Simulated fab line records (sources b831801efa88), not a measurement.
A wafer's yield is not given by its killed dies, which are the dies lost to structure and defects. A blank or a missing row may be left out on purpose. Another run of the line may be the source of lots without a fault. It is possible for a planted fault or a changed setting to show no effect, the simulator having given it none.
Problem report in the 8D (eight disciplines) form, filled by code    flow gf180mcu    the parts of the form that need people (team, actions taken, sign-off) are left out

1. WHAT WENT WRONG
MVPSD_RS at GF_VT_IMPLANT_RS_MEAS_49 reads a mean of 1116 ohm/sq on 6 wafers of 2 lots; wafers without a fault read 1168 ohm/sq with a standard deviation of 3.1. That puts it -17 standard deviations away from the usual mean.
The step: measures by four-point-probe.
First observed at day 13 02:47: wafer L872.1, on film_metro-03. The record has a number at this step for 39 wafers belonging to 13 lots. The rule behind "out" and "out of limits": a value lying over 4 standard deviations away from the usual mean. The other wafers with a number count as sound.

2. WHAT THIS IS AND IS NOT
question                     is                      is not
which readings at this step  MVPSD_RS                -
which lots                   L872, L874              L853, L854, L855, L859, L861, L862, L863, L867, L871, L873, L875
which wafers of those lots   all that have a number  -
read on which gauges         film_metro-03           film_metro-01, film_metro-02
when                         from day 13 02:47       up to then (27 sound wafers); but 6 sound wafers of L873, L875 came after

3. THE SUSPECTS, EACH WITH WHAT RULES IT OUT
Counting: a tool at any process step up to the reading remains a suspect when it ran all the lots that are out and ran no sound lot after the first of those.
- ruled out: the gauge at GF_VT_IMPLANT_RS_MEAS_49. All the wafers that are out were read on film_metro-03, but those of them that GF_MVPSD_IMPLANT_08 has rows for are out there too, on other tools.
- implanter-02 at GF_MVPSD_IMPLANT_08: kept. Every lot that is out went through it, starting with L872 (day 9 23:23), and after that it ran no sound lot; the last sound lot it ran before then is L867 (day 8 18:11). Its own dose_ions_cm2, faraday_current_uA readings are out on those wafers.
After counting, what remains is implanter-02 at GF_MVPSD_IMPLANT_08.

4. THE CAUSE (what the simulator had put in)
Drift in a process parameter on implanter-02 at GF_MVPSD_IMPLANT_08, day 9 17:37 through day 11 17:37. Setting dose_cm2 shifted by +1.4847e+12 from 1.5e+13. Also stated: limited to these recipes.
The count eliminated every tool but this one.

5. THE CHAIN OF EFFECTS, in route order
Rows list readings where the struck wafers' mean (over those with a number) sits beyond 3 standard deviations from the usual. Scope: only readings with a usual standard deviation given in the record; hours: median across lots of the time from each lot's start at the first step in this table that gives one to its start at this step; sigmas: change in usual standard deviations.
hours  step                      reading             usual        on struck wafers  change       sigmas
0      GF_MVPSD_IMPLANT_08       dose_ions_cm2       1.5002e+13   1.6495e+13        +1.4928e+12  +99 or more
0      GF_MVPSD_IMPLANT_08       faraday_current_uA  84.5         93.4              +8.9         +5.2
77     GF_VT_IMPLANT_RS_MEAS_49  MVPSD_RS            1168 ohm/sq  1116              -52          -17
Process steps it contains:
- GF_MVPSD_IMPLANT_08

6. WHAT WOULD HAVE CAUGHT IT SOONER
81 hours passed between the start of the fault at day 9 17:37 and the first reading out of limits at a measuring or inspecting step in this record, taken at day 13 02:47.
The tool's own readings at GF_MVPSD_IMPLANT_08 were out on every struck wafer that the step has a row for (dose_ions_cm2, faraday_current_uA): an alarm limit on them would have fired on the first of those.
The start of GF_MVPSD_IMPLANT_08 on implanter-02 came by day 13 02:47 for every one of the lots that are out (2). Had the tool been put on hold then, not one of them would have been saved.
